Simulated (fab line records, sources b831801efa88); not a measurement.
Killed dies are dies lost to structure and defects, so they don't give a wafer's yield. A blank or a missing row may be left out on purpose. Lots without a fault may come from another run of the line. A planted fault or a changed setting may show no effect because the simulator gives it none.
Chamber matching | flow sky130 | SKY_FIELD_ISO_ETCH_17 on rie_si-01: 4 sister chambers
The step etches Si in HBr/Cl2/O2, target depth 342 nm, time 97.7 s. 4 wafers are shown with their chamber, then 8 later ones without.

WAFERS WITH THEIR CHAMBER
wafer  | chamber | drypump_motor_current_A (A)
L142.3 | 1       | 5.9
L144.1 | 2       | 5.7
L148.4 | 0       | 6.5
L149.4 | 3       | 6.2

WAFERS WITHOUT THEIR CHAMBER
wafer  | drypump_motor_current_A (A)
L149.5 | 5.8
L149.6 | 5.7
L152.2 | 5.9
L152.3 | 5.7
L152.4 | 6.5
L158.1 | 5.7
L158.3 | 5.8
L158.4 | 6.2

WHICH CHAMBER EACH WENT THROUGH
wafer  | from the rows above     | in truth
L149.5 | can't be placed: 2 or 1 | 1
L149.6 | 2                       | 2
L152.2 | 1                       | 1
L152.3 | 2                       | 2
L152.4 | 0                       | 0
L158.1 | 2                       | 2
L158.3 | can't be placed: 2 or 1 | 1
L158.4 | 3                       | 3
Placed correctly: 6 of 8. Can't be placed from these rows: 2 (the true chamber is among the candidates in 2). Placed wrongly: 0.
How it was worked out, from the rows above alone: a wafer's distance from a chamber is the root of the sum, over the readings, of the square of ((its reading less the chamber's mean) divided by the reading's scatter). The wafer belongs to the nearest chamber; if the next one is less than 2 further off, it can't be placed. A chamber's mean is the mean of its shown wafers. The scatter: with one shown wafer a chamber, the root of the mean of the squares of how far each hidden wafer lies from its nearest shown one.
